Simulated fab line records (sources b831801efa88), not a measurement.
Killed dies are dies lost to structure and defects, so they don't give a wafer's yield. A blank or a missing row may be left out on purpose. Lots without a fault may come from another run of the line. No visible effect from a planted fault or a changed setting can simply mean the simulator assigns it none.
A struck lot beside a sound one | flow sky130 | 14 steps out of a route of 708
Sound: wafers L266.2, L266.4, L266.5. Struck: wafers L278.4, L278.5. The cause comes at the end.
At each step with rows: each side's tool, then ch and its chambers, then its first start. Under that, the readings that differ: sound wafers | struck wafers | difference of the means | sigmas: that difference in standard deviations of wafers without a fault.
alike: readings with means less than 2 such deviations apart, plus words and numbers identical on both sides. not compared: withheld readings, readings lacking a value on some wafer, bounds such as >300 that could conceal the same value, and numbers that have no deviation in the record and whose values overlap.
Wherever a step has rows on one side only, a row that says differs or no value, or a row with sigmas, the two part there. Non-overlapping numbers with no deviation appear without sigmas and do not part them. A reading that every wafer of one side lacks parts them only if that side has two wafers or more.

first, 1 step without rows for these wafers: SKY_SD_N_IMPLANT_10.
SKY_SD_N_STRIP_11: strips in O2/N2.
  sound on plasma-asher-02 ch 0,1, day 28 17:31; struck on plasma-asher-01 ch 0,1, day 32 20:35
  alike: drypump-motor-current-A, oes-product-au, strip-time-to-endpoint-s
  not compared: rf-hours-counter-h
SKY_SD_N_TW_MEAS_12:
  sound: film-metro-01 at day 28 17:38; struck: film-metro-04 at day 32 20:41
  alike: SD_N_TW
then, 1 step without rows for these wafers: SKY_SD_N_CLEAN_13 (cleans in SC1/SC2, time 150 s).
SKY_SD_N_RTA_14: time 2 s.
  sound on rtp-anneal-02 ch 0, day 28 17:44; struck on rtp-anneal-02 ch 0, day 32 20:48
  alike: lamp-power-pct, wafer_temp_C_max
SKY_SD_N_RS_MEAS_16: measurement is done with a four-point probe.
  sound: film-metro-04 at day 28 17:56; struck: film-metro-01 at day 32 21:01
  reading          | sound             | struck      | difference | sigmas
  SD_N_RS (ohm/sq) | 68.33 68.06 68.22 | 68.57 68.49 | +0.33      | +3
SKY_SD_N_RS_MEAS_17: measurement is done with a four-point probe.
  sound: film-metro-04 at day 28 18:03; struck: film-metro-01 at day 32 21:08
  reading          | sound             | struck      | difference | sigmas
  SD_P_RS (ohm/sq) | 146.2 146.2 146.0 | 147.0 147.2 | +1.0       | +2
SKY_SD_N_RS_MEAS_18: measurement is done with a four-point probe.
  sound: film-metro-04 at day 28 18:10; struck: film-metro-01 at day 32 21:15
  alike: RES_XHIGH_RS
then, 2 steps without rows for these wafers: SKY_SALICIDE_CLEAN_00 (cleans in HF-last, time 30 s); SKY_LI_CONTACT_HDPCVD_00 (deposits PSG, target thk 930 nm, time 155 s).
SKY_LI_CONTACT_THK_MEAS_01:
  sound: film-metro-02 at day 28 18:24; struck: film-metro-04 at day 32 21:31
  alike: LI_CONTACT_HDPCVD_THK
SKY_LI_CONTACT_CMP_02: polishes PSG.
  sound on cmp-02 ch 1,2, day 28 18:27; struck on cmp-02 ch 1,3, day 32 21:41
  reading                | sound          | struck    | difference | sigmas
  time-to-endpoint-s (s) | 31.6 34.0 34.3 | 20.1 20.7 | -12.9      | -5
  alike: motor-current-A
SKY_LI_CONTACT_BOW_MEAS_03:
  sound: film-metro-04 at day 28 18:46; struck: film-metro-04 at day 32 21:54
  alike: LI_CONTACT_BOW
-- the record jumps here: 16 days lie between the struck wafers' starts before and after (it left off in module LI_CONTACT and takes up again in module PAD_OPEN, whose first step shown is number 708 of the route) --
SKY_PAD_OPEN_PROBE_99:
  only the struck wafers here have rows in the record (prober-01, day 49 04:16); the sound ones have none

WHERE THEY PART
At SKY_SD_N_RS_MEAS_16 first; at SKY_PAD_OPEN_PROBE_99 last (within this record only).

WHY: what had been put in by the simulator
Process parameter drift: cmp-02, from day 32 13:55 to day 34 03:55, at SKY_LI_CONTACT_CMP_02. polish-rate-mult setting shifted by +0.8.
